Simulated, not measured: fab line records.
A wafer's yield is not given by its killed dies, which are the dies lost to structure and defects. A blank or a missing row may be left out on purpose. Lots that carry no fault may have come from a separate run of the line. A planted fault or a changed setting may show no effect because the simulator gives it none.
Which of the tools did it?    flow sfq_line    Sampling: 13 lots, 39 wafers, 6 of 325 route steps

## WHAT EACH GAUGE READ, for each wafer
SFQ_R5_RS_MEAS_933: measures by four-point-probe.
lot   measured      on             R5_MONX_RS (ohm/sq)
L518  day 47 15:35  film_metro-02  7.10 7.08 7.07
L520  day 59 20:55  film_metro-04  7.13 7.08 7.05
L521  day 60 04:51  film_metro-02  7.12 7.04 7.08
L522  day 60 15:25  film_metro-03  7.11 7.02 7.08
L523  day 61 06:54  film_metro-03  7.13 7.02 7.04
L524  day 62 18:53  film_metro-02  7.07 6.99 7.05
L525  day 63 22:25  film_metro-04  7.04 7.05 7.05
L526  day 64 01:29  film_metro-04  7.09 7.15 7.09
L527  day 64 06:17  film_metro-02  7.07 7.13 7.11
L533  day 66 21:32  film_metro-02  6.98 6.96 6.51 6.99 6.97 6.48
L536  day 67 09:32  film_metro-02  7.12 7.19 7.15
L537  day 67 12:32  film_metro-04  6.98 6.96 7.00
L538  day 67 15:34  film_metro-02  6.99 7.10 7.00

SFQ_R5_THK_MEAS_934: measures by xrf.
lot   measured      on             R5_MONX_THK (nm)
L518  day 47 15:41  film_metro-02  39.3 39.4 39.5
L520  day 59 21:01  film_metro-04  39.0 39.4 39.7
L521  day 60 04:56  film_metro-02  39.3 39.5 39.4
L522  day 60 15:32  film_metro-03  38.8 39.3 38.8
L523  day 61 07:01  film_metro-03  38.7 39.1 39.2
L524  day 62 19:00  film_metro-02  39.5 39.8 39.8
L525  day 63 22:32  film_metro-04  39.8 39.7 39.9
L526  day 64 01:37  film_metro-04  39.5 39.4 39.4
L527  day 64 06:25  film_metro-02  39.7 39.3 39.0
L533  day 67 00:20  film_metro-02  40.0 40.3 43.4 40.3 40.4 43.3
L536  day 67 09:39  film_metro-02  39.5 39.2 39.3
L537  day 67 12:39  film_metro-04  39.8 40.2 40.2
L538  day 67 15:40  film_metro-02  40.1 39.4 40.0

## WHAT TOOL EACH LOT RAN ON (gives the tool, then ch and the chambers of the sampled wafers, and finally the start)
lot   SFQ_TRILAYER_I2_VIA_STRIP_STRIP_071  SFQ_TRILAYER_I3_VIA_ETCH_VIA_ETCH_088  SFQ_TRILAYER_I3_VIA_STRIP_STRIP_089  SFQ_TRILAYER_R5_DEP_SPUTTER_133
L518  rie_metal-01 ch 0,1, day 26 06:03    rie_diel-01 ch 0,1, day 35 00:01       rie_metal-03 ch 0,1, day 35 00:20    pvd_sputter-03, day 47 15:29
L520  rie_metal-03 ch 0,1, day 30 01:34    rie_diel-02 ch 1,2,3, day 36 20:20     rie_metal-03 ch 0,1, day 36 20:27    pvd_sputter-03, day 59 20:49
L521  rie_metal-01 ch 0,1, day 30 17:32    rie_diel-01 ch 2,3, day 37 03:05       rie_metal-02 ch 0,1, day 37 03:23    pvd_sputter-05, day 60 04:43
L522  rie_metal-03 ch 0,1, day 31 04:28    rie_diel-01 ch 2,3, day 37 14:04       rie_metal-04 ch 0,1, day 37 14:10    pvd_sputter-03, day 60 15:20
L523  rie_metal-01 ch 0,1, day 31 13:21    rie_diel-01 ch 1,3, day 37 21:09       rie_metal-02 ch 0,1, day 37 21:16    pvd_sputter-03, day 61 06:50
L524  rie_metal-01 ch 0,1, day 38 05:45    rie_diel-01 ch 0,1,3, day 39 09:30     rie_metal-03 ch 0,1, day 39 09:37    pvd_sputter-03, day 62 18:49
L525  rie_metal-01 ch 0,1, day 38 14:09    rie_diel-02 ch 0,2,3, day 40 01:06     rie_metal-03 ch 0,1, day 40 01:13    pvd_sputter-03, day 63 22:21
L526  rie_metal-04 ch 0,1, day 38 19:46    rie_diel-01 ch 0,2,3, day 40 03:30     rie_metal-03 ch 0,1, day 40 03:37    pvd_sputter-04, day 64 01:25
L527  rie_metal-01 ch 0,1, day 39 06:34    rie_diel-04 ch 1,2, day 40 10:59       rie_metal-02 ch 0, day 40 11:06      pvd_sputter-05, day 64 06:13
L533  rie_metal-03 ch 0,1, day 42 01:34    rie_diel-04 ch 1,2,3, day 48 14:35     rie_metal-03 ch 0,1, day 48 14:42    pvd_sputter-03, day 66 21:28
L536  rie_metal-03 ch 0,1, day 47 02:42    rie_diel-02 ch 0,1,2, day 48 22:47     rie_metal-02 ch 0,1, day 48 22:54    pvd_sputter-05, day 67 09:28
L537  rie_metal-01 ch 0,1, day 47 06:18    rie_diel-01 ch 1,2,3, day 49 04:53     rie_metal-03 ch 0,1, day 49 05:00    pvd_sputter-04, day 67 12:28
L538  rie_metal-04 ch 0,1, day 47 08:54    rie_diel-04 ch 2,3, day 49 08:29       rie_metal-03 ch 0,1, day 49 08:48    pvd_sputter-05, day 67 15:28
- SFQ_TRILAYER_I2_VIA_STRIP_STRIP_071: strips in O2.
- SFQ_TRILAYER_I3_VIA_ETCH_VIA_ETCH_088: etches SiO2 in CHF3, stops on Nb, target depth 260 nm.
- SFQ_TRILAYER_I3_VIA_STRIP_STRIP_089: strips in O2.
- SFQ_TRILAYER_R5_DEP_SPUTTER_133: material MoNx, target thk 40 nm, time 66.7 s.

## WHAT THE TOOLS THEMSELVES READ (means of the sampled wafers that have a number; where no wafer has one, the mark that the record gives instead)
SFQ_TRILAYER_I2_VIA_STRIP_STRIP_071.
lot   tool          drypump_motor_current_A (A)  oes_product_au (a.u.)
L518  rie_metal-01  5.6                          0.995
L520  rie_metal-03  6.3                          0.996
L521  rie_metal-01  5.6                          1.003
L522  rie_metal-03  6.3                          0.999
L523  rie_metal-01  5.9                          0.992
L524  rie_metal-01  5.9                          0.993
L525  rie_metal-01  5.9                          0.995
L526  rie_metal-04  5.1                          1.000
L527  rie_metal-01  5.9                          0.994
L533  rie_metal-03  6.4                          1.013
L536  rie_metal-03  6.3                          0.990
L537  rie_metal-01  5.9                          1.001
L538  rie_metal-04  5.5                          0.999

SFQ_TRILAYER_I3_VIA_ETCH_VIA_ETCH_088.
lot   tool         drypump_motor_current_A (A)  oes_product_au (a.u.)
L518  rie_diel-01  6.6                          0.854
L520  rie_diel-02  5.7                          0.856
L521  rie_diel-01  5.6                          0.850
L522  rie_diel-01  5.6                          0.855
L523  rie_diel-01  6.0                          0.853
L524  rie_diel-01  6.3                          0.854
L525  rie_diel-02  5.5                          0.851
L526  rie_diel-01  6.0                          0.853
L527  rie_diel-04  5.8                          0.855
L533  rie_diel-04  5.8                          0.854
L536  rie_diel-02  5.8                          0.852
L537  rie_diel-01  5.9                          0.855
L538  rie_diel-04  5.9                          0.850

SFQ_TRILAYER_I3_VIA_STRIP_STRIP_089.
lot   tool          drypump_motor_current_A (A)  oes_product_au (a.u.)
L518  rie_metal-03  6.3                          1.002
L520  rie_metal-03  6.3                          0.995
L521  rie_metal-02  5.8                          1.008
L522  rie_metal-04  5.4                          1.000
L523  rie_metal-02  5.5                          1.002
L524  rie_metal-03  6.3                          1.002
L525  rie_metal-03  6.4                          0.999
L526  rie_metal-03  6.3                          0.997
L527  rie_metal-02  6.2                          1.002
L533  rie_metal-03  6.5                          0.999
L536  rie_metal-02  5.8                          0.991
L537  rie_metal-03  6.4                          0.997
L538  rie_metal-03  6.3                          0.986

SFQ_TRILAYER_R5_DEP_SPUTTER_133.
lot   tool            cathode_dc_power_W (W)  throttle_valve_pct (%)
L518  pvd_sputter-03  1000.04                 29.1
L520  pvd_sputter-03  999.83                  30.4
L521  pvd_sputter-05  1000.05                 30.3
L522  pvd_sputter-03  1000.07                 29.7
L523  pvd_sputter-03  999.90                  29.3
L524  pvd_sputter-03  1000.00                 29.4
L525  pvd_sputter-03  999.95                  29.7
L526  pvd_sputter-04  999.95                  29.3
L527  pvd_sputter-05  1000.10                 29.6
L533  pvd_sputter-03  1023.05                 29.6
L536  pvd_sputter-05  999.88                  29.5
L537  pvd_sputter-04  1000.02                 29.3
L538  pvd_sputter-05  999.95                  30.3

## THE ANSWER, worked out from the rows above alone
Rule: the usual values come from the lots themselves. The widest of any qualifying gaps counts: lots, ordered by their means at a reading, are off when they make up no more than a third of the lots, leave a main group of 4 or more, and stand apart from it by 3 or more times the standard deviation of that group's means. A main group is skipped when, at the precision printed for the reading in the tables above, its means are all equal. A lot without any number at a reading at which 4 lots or more have one is off too. All remaining lots with rows at the step are treated as sound. Order of review: gauges by route order, followed by the tools' own readings, for which a lot's mean as printed above is used. At the first step where some lot is off, the reading lying furthest off is the one used; lots without a number count as furthest.
Off: L533, at SFQ_R5_RS_MEAS_933 (R5_MONX_RS). For the main group the mean is 7.07 ohm/sq and the standard deviation 0.042.
If a tool, at a process step before that reading, ran all the lots that are off and no sound lot after the first of them, it fits. The gauges at SFQ_R5_RS_MEAS_933 aren't tried: what is off there is off at SFQ_TRILAYER_R5_DEP_SPUTTER_133 too, on other tools, and a gauge's error can't cause that. One fits: SFQ_TRILAYER_R5_DEP_SPUTTER_133 on pvd_sputter-03. Its last sound lot is L525 (day 63 22:21), its first lot that is off L533 (day 66 21:28): a fault that began between those two fits.
On the lots that are off, the tool's own readings at SFQ_TRILAYER_R5_DEP_SPUTTER_133 differ by more than 5 times the standard deviation of the sound lots' means, which bears it out; cathode_dc_power_W reads 1023.05 W there versus 999.98 W on the sound lots.

## WHAT THE SIMULATOR PUT IN
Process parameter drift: pvd_sputter-03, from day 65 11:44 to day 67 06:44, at SFQ_TRILAYER_R5_DEP_SPUTTER_133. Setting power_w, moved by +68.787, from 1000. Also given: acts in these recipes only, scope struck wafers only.
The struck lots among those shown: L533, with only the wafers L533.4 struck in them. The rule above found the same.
